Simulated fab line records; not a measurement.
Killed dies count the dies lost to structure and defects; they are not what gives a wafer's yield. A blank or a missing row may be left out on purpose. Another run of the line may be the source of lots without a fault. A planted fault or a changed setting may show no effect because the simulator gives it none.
Matching of chambers ; flow sky130 ; SKY_METAL3_ETCH_17 on rie_diel-04 has 4 sister chambers
The step etches SiO2 in C4F8/O2/Ar, stops on TiN, time 3.9 s, target depth 15 nm. 8 wafers are shown with their chamber, then 10 later ones without.

## WAFERS PAIRED WITH THEIR CHAMBERS
wafer;chamber;oes_product_au (a.u.)
L083.4;0;0.753
L083.5;3;0.754
L083.6;2;0.744
L084.3;1;0.757
L084.4;3;0.748
L084.5;0;0.745
L088.4;2;0.761
L088.5;1;0.753

## WAFERS MISSING THEIR CHAMBER
wafer;oes_product_au (a.u.)
L088.6;0.764
L090.1;0.740
L090.2;0.752
L090.5;0.753
L096.1;0.754
L096.4;0.760
L096.5;0.745
L097.1;0.754
L097.2;0.752
L097.4;0.754

## THE CHAMBER EACH PASSED THROUGH
wafer;from the rows above;in truth
L088.6;can't be placed: 1 or 2 or 3 or 0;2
L090.1;can't be placed: 0 or 3 or 2 or 1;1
L090.2;can't be placed: 2 or 3 or 0 or 1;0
L090.5;can't be placed: 2 or 1 or 3 or 0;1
L096.1;can't be placed: 1 or 2 or 3 or 0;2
L096.4;can't be placed: 1 or 2 or 3 or 0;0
L096.5;can't be placed: 0 or 3 or 2 or 1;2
L097.1;can't be placed: 1 or 2 or 3 or 0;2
L097.2;can't be placed: 2 or 3 or 0 or 1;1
L097.4;can't be placed: 1 or 2 or 3 or 0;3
Correctly placed: 0 of 10. Cannot be placed on the basis of these rows: 10; the candidates contain the true chamber in 10. Wrongly placed: 0.
How it was worked out, from the rows above alone: a wafer's distance from a chamber is the root of the sum, over the readings, of the square of ((its reading less the chamber's mean) divided by the reading's scatter). The wafer belongs to the nearest chamber; if the next one is less than 2 further off, it can't be placed. Each chamber's mean is taken over the wafers shown for it. How the scatter is found: for the shown wafers, subtract from each reading the mean of its chamber, square and add these, divide the total by (wafers less chambers), then take the root.
